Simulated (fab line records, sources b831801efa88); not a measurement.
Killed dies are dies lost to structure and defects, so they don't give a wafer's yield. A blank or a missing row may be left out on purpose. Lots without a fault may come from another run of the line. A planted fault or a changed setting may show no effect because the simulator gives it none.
Which tool did it? | flow sky130 | 12 lots, 36 wafers sampled, at 2 steps of a route of 708

WHAT THE GAUGES READ, wafer by wafer
SKY_VIA2_THK_MEAS_01.
lot  | measured     | on            | VIA2_HDPCVD_THK (nm)
L411 | day 35 17:41 | film_metro-02 | 1131 1109 1126
L413 | day 36 13:06 | film_metro-03 | 1115 1135 1129
L415 | day 36 22:16 | film_metro-03 | 1122 1117 1120
L416 | day 37 07:44 | film_metro-01 | 1112 1122 1114
L419 | day 38 08:14 | film_metro-02 | 1096 1105 1111
L420 | day 38 16:08 | film_metro-02 | 1118 1130 1130
L423 | day 39 17:25 | film_metro-01 | 1119 1094 1103
L425 | day 40 06:07 | film_metro-01 | 1120 1121 1121
L426 | day 40 10:07 | film_metro-01 | 1084 1114 1122
L427 | day 40 13:47 | film_metro-03 | 1134 1133 1110
L429 | day 41 09:01 | film_metro-01 | 1135 1143 1123
L431 | day 41 23:20 | film_metro-01 | 1118 1110 1111

WHICH TOOL RAN EACH LOT (tool, then ch and the chambers of the sampled wafers, then the start)
lot  | SKY_METAL2_METAL_ETCH_19
L411 | rie_metal-04 ch 0,1, day 35 16:53
L413 | rie_metal-03 ch 1, day 36 12:13
L415 | rie_metal-04 ch 1, day 36 21:22
L416 | rie_metal-04 ch 0,1, day 37 06:49
L419 | rie_metal-03 ch 0,1, day 38 07:25
L420 | rie_metal-04 ch 0,1, day 38 15:19
L423 | rie_metal-03 ch 0,1, day 39 16:37
L425 | rie_metal-04 ch 0,1, day 40 05:16
L426 | rie_metal-01 ch 0,1, day 40 09:16
L427 | rie_metal-03 ch 0,1, day 40 12:57
L429 | rie_metal-03 ch 0,1, day 41 08:13
L431 | rie_metal-03 ch 0, day 41 22:28
- SKY_METAL2_METAL_ETCH_19: etches the open film in Cl2/BCl3, stops on SiO2, target depth 360 nm, time 78 s.

WHAT THE TOOLS THEMSELVES READ (means of the sampled wafers that have a number; where no wafer has one, the mark that the record gives instead)
SKY_METAL2_METAL_ETCH_19.
lot  | tool         | bcl3_flow_sccm (sccm) | drypump_motor_current_A (A) | oes_product_au (a.u.) | throttle_valve_pct (%)
L411 | rie_metal-04 | 30.06                 | 5.57                        | 0.845                 | 22.265
L413 | rie_metal-03 | 29.94                 | 5.78                        | 0.847                 | 22.270
L415 | rie_metal-04 | 29.95                 | 5.18                        | 0.854                 | 22.259
L416 | rie_metal-04 | 30.04                 | 5.57                        | 0.855                 | 22.269
L419 | rie_metal-03 | 30.08                 | 5.64                        | 0.849                 | 22.255
L420 | rie_metal-04 | 29.93                 | 5.58                        | 0.853                 | 22.262
L423 | rie_metal-03 | 30.07                 | 5.63                        | 0.849                 | 22.263
L425 | rie_metal-04 | 30.06                 | 5.38                        | 0.853                 | 22.265
L426 | rie_metal-01 | 30.00                 | 5.42                        | 0.854                 | 22.257
L427 | rie_metal-03 | 30.06                 | 5.65                        | 0.848                 | 22.261
L429 | rie_metal-03 | 30.00                 | 5.66                        | 0.848                 | 22.269
L431 | rie_metal-03 | 29.99                 | 5.58                        | 0.852                 | 22.269

THE ANSWER, worked out from the rows above alone
Rule: what is usual is taken from the lots themselves. Put in order of their means at a reading, lots are off if they are a third of the lots or fewer, leave a main group of 4 or more, and stand apart from it by a gap of 3 or more times the standard deviation of the main group's means; of several such gaps the widest counts. A main group whose means are all the same, to the digits that the tables above print for the reading, isn't used. A lot without any number at a reading at which 4 lots or more have one is off too. The other lots that the step has rows for count as sound. The gauges are gone through in route order, then the tools' own readings, and for those a lot's mean is taken as printed above. The first step at which some lot is off is used, and at that step the reading that is off furthest; a lot without a number counts as furthest.
No lot is off at any reading shown: from this, nothing can be told.

WHAT THE SIMULATOR HAD PUT IN
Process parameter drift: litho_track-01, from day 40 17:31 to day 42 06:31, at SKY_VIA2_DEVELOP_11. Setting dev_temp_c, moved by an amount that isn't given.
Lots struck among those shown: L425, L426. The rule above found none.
